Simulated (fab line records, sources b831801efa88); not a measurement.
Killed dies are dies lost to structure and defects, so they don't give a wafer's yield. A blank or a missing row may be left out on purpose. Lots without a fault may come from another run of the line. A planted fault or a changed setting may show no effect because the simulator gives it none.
Chamber matching | flow sky130 | SKY_VIA3_ETCH_15 on rie_diel-02: 4 sister chambers
The step etches SiO2 in C4F8/O2/Ar, stops on TiN, target depth 507 nm, time 78 s. 8 wafers are shown with their chamber, then 10 later ones without.

WAFERS WITH THEIR CHAMBER
wafer  | chamber | oes_product_au (a.u.)
L080.3 | 1       | 0.949
L081.2 | 1       | 0.949
L081.3 | 0       | 0.944
L085.1 | 3       | 0.949
L085.4 | 2       | 0.947
L085.6 | 0       | 0.937
L086.1 | 2       | 0.946
L086.2 | 3       | 0.947

WAFERS WITHOUT THEIR CHAMBER
wafer  | oes_product_au (a.u.)
L086.6 | 0.946
L090.1 | 0.952
L090.3 | 0.949
L090.5 | 0.945
L096.1 | 0.944
L096.2 | 0.947
L096.3 | 0.943
L097.1 | 0.948
L097.2 | 0.942
L097.5 | 0.945

WHICH CHAMBER EACH WENT THROUGH
wafer  | from the rows above               | in truth
L086.6 | can't be placed: 2 or 3 or 1 or 0 | 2
L090.1 | can't be placed: 1 or 3 or 2      | 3
L090.3 | can't be placed: 1 or 3 or 2      | 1
L090.5 | can't be placed: 2 or 3 or 1 or 0 | 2
L096.1 | can't be placed: 2 or 0 or 3 or 1 | 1
L096.2 | can't be placed: 2 or 3 or 1      | 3
L096.3 | can't be placed: 0 or 2 or 3 or 1 | 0
L097.1 | can't be placed: 3 or 1 or 2      | 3
L097.2 | can't be placed: 0 or 2 or 3      | 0
L097.5 | can't be placed: 2 or 3 or 1 or 0 | 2
Placed correctly: 0 of 10. Can't be placed from these rows: 10 (the true chamber is among the candidates in 10). Placed wrongly: 0.
How it was worked out, from the rows above alone: a wafer's distance from a chamber is the root of the sum, over the readings, of the square of ((its reading less the chamber's mean) divided by the reading's scatter). The wafer belongs to the nearest chamber; if the next one is less than 2 further off, it can't be placed. A chamber's mean is the mean of its shown wafers. The scatter: the root of (the sum of the squares of (reading less its chamber's mean) over the shown wafers, divided by (wafers less chambers)).
